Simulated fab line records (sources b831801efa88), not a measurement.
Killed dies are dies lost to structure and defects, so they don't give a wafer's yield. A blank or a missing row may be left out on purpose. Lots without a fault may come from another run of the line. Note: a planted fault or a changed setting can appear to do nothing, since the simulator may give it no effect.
What tool caused it? | flow sky130 | 11 lots, 33 wafers sampled, at 5 steps of a route of 708

## WHAT THE GAUGES SHOWED, per wafer
SKY_NWELL_RS_MEAS_31: measurement is done with a four-point probe.
lot  | measured     | on            | PWDE_RS (ohm/sq)
L623 | day 5 09:23  | film_metro-04 | 5286 5280 5294
L624 | day 5 17:13  | film_metro-03 | 5278 5286 5279
L627 | day 6 09:14  | film_metro-04 | 5252 5249 5254
L628 | day 6 16:29  | film_metro-03 | 5274 5270 5286
L629 | day 6 16:52  | film_metro-02 | 5275 5289 5285
L634 | day 8 00:39  | film_metro-03 | 5230 5254 5238
L636 | day 8 12:28  | film_metro-03 | 5219 5203 5204
L638 | day 9 16:41  | film_metro-04 | 5227 5228 5201
L640 | day 9 20:18  | film_metro-04 | 5277 5294 5292
L643 | day 10 07:51 | film_metro-03 | 5289 5259 5293
L644 | day 10 15:36 | film_metro-02 | 5319 5304 5303

## EACH LOT AND THE TOOL THAT RAN IT (in order: tool; ch and the chambers of the sampled wafers; start)
lot  | SKY_FIELD_ISO_ETCH_15             | SKY_FIELD_ISO_CMP_27         | SKY_PWDE_IMPLANT_08            | SKY_NWELL_STRIP_14
L623 | rie_diel-04 ch 0,1,3, day 2 05:44 | cmp-02 ch 1,3, day 2 11:08   | implanter-01 ch 0, day 3 22:48 | plasma_asher-04 ch 0,1, day 4 15:32
L624 | rie_diel-03 ch 0,1,3, day 2 09:41 | cmp-02 ch 0,1, day 2 16:26   | implanter-03 ch 0, day 4 05:18 | plasma_asher-04 ch 0,1, day 4 22:29
L627 | rie_diel-04 ch 0,2,3, day 3 03:28 | cmp-02 ch 1,2,3, day 3 09:04 | implanter-04 ch 0, day 4 21:08 | plasma_asher-01 ch 0,1, day 5 15:29
L628 | rie_diel-02 ch 0,3, day 3 07:46   | cmp-02 ch 0,2,3, day 3 12:33 | implanter-01 ch 0, day 5 02:14 | plasma_asher-04 ch 0,1, day 5 21:11
L629 | rie_diel-03 ch 0,1,2, day 3 11:35 | cmp-01 ch 0,1,3, day 3 14:56 | implanter-03 ch 0, day 5 02:58 | plasma_asher-04 ch 0,1, day 5 21:54
L634 | rie_diel-04 ch 0,3, day 4 12:46   | cmp-01 ch 0,1,2, day 4 17:41 | implanter-03 ch 0, day 6 07:36 | plasma_asher-01 ch 0,1, day 7 03:17
L636 | rie_diel-03 ch 1,2,3, day 5 01:20 | cmp-02 ch 0,1, day 5 04:53   | implanter-03 ch 0, day 6 18:47 | plasma_asher-01 ch 0,1, day 7 15:07
L638 | rie_diel-03 ch 0,1,3, day 5 17:28 | cmp-02 ch 0,1, day 5 23:52   | implanter-03 ch 0, day 7 21:14 | plasma_asher-03 ch 0,1, day 8 18:34
L640 | rie_diel-03 ch 0,2,3, day 5 21:05 | cmp-01 ch 0,1, day 6 05:47   | implanter-01 ch 0, day 8 01:16 | plasma_asher-04 ch 0,1, day 8 22:44
L643 | rie_diel-04 ch 0,1,3, day 6 10:55 | cmp-02 ch 0,1,3, day 6 15:29 | implanter-01 ch 0, day 8 11:12 | plasma_asher-01 ch 0,1, day 9 08:38
L644 | rie_diel-02 ch 1,2, day 6 19:32   | cmp-01 ch 0,1,2, day 6 22:54 | implanter-04 ch 0, day 8 18:04 | plasma_asher-01 ch 0,1, day 9 15:47
- SKY_FIELD_ISO_ETCH_15: etches the open film in CHF3/O2, stops on Si, target depth 180 nm, time 72 s.
- SKY_FIELD_ISO_CMP_27: polishes, stops on Si3N4, t overpolish 16 s, target thk 457.8 nm.
- SKY_PWDE_IMPLANT_08
- SKY_NWELL_STRIP_14: strips in O2/N2.

## AS READ BY THE TOOLS THEMSELVES (means over the sampled wafers that have a number; for cases with no such wafer, the mark the record gives instead)
SKY_FIELD_ISO_ETCH_15.
lot  | tool        | chf3_flow_sccm (sccm) | drypump_motor_current_A (A) | oes_product_au (a.u.) | throttle_valve_pct (%)
L623 | rie_diel-04 | 49.84                 | 5.7                         | 0.940                 | 8.832
L624 | rie_diel-03 | 49.77                 | 5.4                         | 0.945                 | 8.844
L627 | rie_diel-04 | 49.90                 | 5.8                         | 0.948                 | 8.849
L628 | rie_diel-02 | 49.95                 | 5.9                         | 0.939                 | 8.836
L629 | rie_diel-03 | 49.89                 | 5.2                         | 0.935                 | 8.832
L634 | rie_diel-04 | 50.10                 | 5.8                         | 0.940                 | 8.851
L636 | rie_diel-03 | 49.90                 | 5.6                         | 0.939                 | 8.852
L638 | rie_diel-03 | 49.90                 | 5.4                         | 0.944                 | 8.847
L640 | rie_diel-03 | 49.99                 | 5.8                         | 0.936                 | 8.852
L643 | rie_diel-04 | 49.96                 | 5.7                         | 0.952                 | 8.839
L644 | rie_diel-02 | 50.06                 | 5.9                         | 0.953                 | 8.847

SKY_FIELD_ISO_CMP_27.
lot  | tool   | motor_current_A (A) | overpolish_run_s (s) | platen_rpm (rpm) | time_to_endpoint_s (s)
L623 | cmp-02 | 10.9                | 16.009               | 60.04            | 113
L624 | cmp-02 | 11.4                | 15.995               | 60.03            | 118
L627 | cmp-02 | 11.7                | 16.000               | 60.00            | 110
L628 | cmp-02 | 12.9                | 16.003               | 59.99            | 114
L629 | cmp-01 | 13.0                | 15.993               | 59.99            | 110
L634 | cmp-01 | 12.6                | 15.994               | 60.01            | 109
L636 | cmp-02 | 11.4                | 15.996               | 59.98            | 113
L638 | cmp-02 | 11.3                | 15.999               | 59.99            | 112
L640 | cmp-01 | 12.3                | 16.005               | 60.03            | 114
L643 | cmp-02 | 11.7                | 16.007               | 59.96            | 111
L644 | cmp-01 | 12.1                | 15.997               | 60.00            | 113

SKY_PWDE_IMPLANT_08.
lot  | tool         | beam_energy_keV
L623 | implanter-01 | 149.96
L624 | implanter-03 | 150.00
L627 | implanter-04 | 150.02
L628 | implanter-01 | 149.96
L629 | implanter-03 | 150.09
L634 | implanter-03 | 182.49
L636 | implanter-03 | 182.51
L638 | implanter-03 | 182.49
L640 | implanter-01 | 149.97
L643 | implanter-01 | 149.93
L644 | implanter-04 | 150.02

SKY_NWELL_STRIP_14.
lot  | tool            | drypump_motor_current_A (A) | oes_product_au (a.u.) | strip_time_to_endpoint_s (s)
L623 | plasma_asher-04 | 5.80                        | 0.718                 | 36.89
L624 | plasma_asher-04 | 5.81                        | 0.719                 | 36.94
L627 | plasma_asher-01 | 5.42                        | 0.722                 | 36.71
L628 | plasma_asher-04 | 5.83                        | 0.723                 | 36.89
L629 | plasma_asher-04 | 5.84                        | 0.721                 | 37.01
L634 | plasma_asher-01 | 5.61                        | 0.725                 | 36.90
L636 | plasma_asher-01 | 5.60                        | 0.720                 | 36.90
L638 | plasma_asher-03 | 5.91                        | 0.725                 | 36.91
L640 | plasma_asher-04 | 5.83                        | 0.721                 | 36.96
L643 | plasma_asher-01 | 5.41                        | 0.724                 | 36.80
L644 | plasma_asher-01 | 5.54                        | 0.720                 | 36.80

## THE ANSWER, worked out from the rows above alone
Rule: the usual values come from the lots themselves. Put in order of their means at a reading, lots are off if they are a third of the lots or fewer, leave a main group of 4 or more, and stand apart from it by a gap of 3 or more times the standard deviation of the main group's means; of several such gaps the widest counts. The tables above print the reading to a certain number of digits; a main group whose means all agree to those digits is not used. A lot without any number at a reading at which 4 lots or more have one is off too. The other lots that the step has rows for count as sound. The gauges are gone through in route order, then the tools' own readings, and for those a lot's mean is taken as printed above. The first step at which some lot is off is used, and at that step the reading that is off furthest; a lot without a number counts as furthest.
Off: L634, L636, L638, at SKY_PWDE_IMPLANT_08 (beam_energy_keV). The main group: mean 149.99, standard deviation 0.047.
If a tool, at that step or one of the process steps before it, ran each lot that is off and ran no sound lot following the first of them, it fits. One fits: SKY_PWDE_IMPLANT_08 on implanter-03. Its last sound lot is L629 (day 5 02:58), its first lot that is off L634 (day 6 07:36): a fault that began between those two fits.
The tool's own readings at SKY_PWDE_IMPLANT_08 bear it out: on the lots that are off they differ by more than 5 times the standard deviation of the sound lots' means. beam_energy_keV reads 182.50 there against 149.99 on the sound lots.

## WHAT WAS PUT IN BY THE SIMULATOR
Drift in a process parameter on implanter-03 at SKY_PWDE_IMPLANT_08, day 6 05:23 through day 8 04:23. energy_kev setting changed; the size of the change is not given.
Lots struck among those shown: L634, L636, L638. The rule given above showed the same thing.
